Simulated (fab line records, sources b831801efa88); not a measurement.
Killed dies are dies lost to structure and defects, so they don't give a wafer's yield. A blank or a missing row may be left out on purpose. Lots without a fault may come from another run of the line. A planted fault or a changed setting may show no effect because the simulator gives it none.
Problem report in the 8D (eight disciplines) form, filled by code | flow sky130 | the parts of the form that need people (team, actions taken, sign-off) are left out

1. THE PROBLEM
rf_fwd_power_W at SKY_VIA3_ETCH_14 reads a mean of 575.0 W on 6 wafers of 2 lots; wafers without a fault read 494.8 W with a standard deviation of 1.9. That is +42 standard deviations from the usual mean.
The step: etches BARC in N2/H2, stops on SiO2, time 45.9 s, target depth 60 nm.
First seen on wafer L663.4, day 42 14:27, on rie_diel-02. The record holds 18 wafers of 6 lots with a number at this step. Rule for "out", or "out of limits": more than 4 standard deviations from the usual mean. The other wafers with a number count as sound.

2. WHAT IT IS AND WHAT IT IS NOT
question                    | is                     | is not
which readings at this step | rf_fwd_power_W         | drypump_motor_current_A, h2_flow_sccm, throttle_valve_pct
which lots                  | L663, L664             | L660, L666, L673, L678
which wafers of those lots  | all that have a number | -
read on which tools         | rie_diel-02            | rie_diel-01, rie_diel-04
when                        | from day 42 14:27      | up to then (3 sound wafers); but 9 sound wafers of L666, L673, L678 came after

3. SUSPECTS, AND WHAT RULES EACH OUT
Counting: a tool at a process step up to the reading stays a suspect if it ran every lot that is out and no sound lot after the first of them.
- rie_diel-02 at SKY_VIA3_ETCH_14 (etches BARC in N2/H2, stops on SiO2, time 45.9 s, target depth 60 nm): kept. It ran every lot that is out, first L663 (day 42 14:27), and no sound lot after that; its last sound lot up to then is L660 (day 41 16:21). Its own readings are out on those wafers: rf_fwd_power_W.
Left after counting: rie_diel-02 at SKY_VIA3_ETCH_14.

4. THE CAUSE (what the simulator had put in)
Process parameter drift: rie_diel-02, from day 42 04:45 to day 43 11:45, at SKY_VIA3_ETCH_14. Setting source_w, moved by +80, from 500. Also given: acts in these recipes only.
Counting left only this tool.

5. THE CHAIN OF EFFECTS, in route order
Each row: a reading whose mean over the struck wafers that have a number lies more than 3 standard deviations from the usual. Only readings for which the record gives a usual standard deviation are gone through. hours: the time from each lot's start at the first step in this table that gives one to its start at this step, as a median over the lots. sigmas: the change in usual standard deviations.
hours | step             | reading        | usual   | on struck wafers | change | sigmas
0     | SKY_VIA3_ETCH_14 | rf_fwd_power_W | 494.8 W | 575.0            | +80.2  | +42
The process steps in it:
- SKY_VIA3_ETCH_14: etches BARC in N2/H2, stops on SiO2, time 45.9 s, target depth 60 nm.

6. WHAT WOULD HAVE CAUGHT IT SOONER
In this record the first reading out of limits was taken at day 42 14:27, 10 hours after the fault began at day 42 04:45.
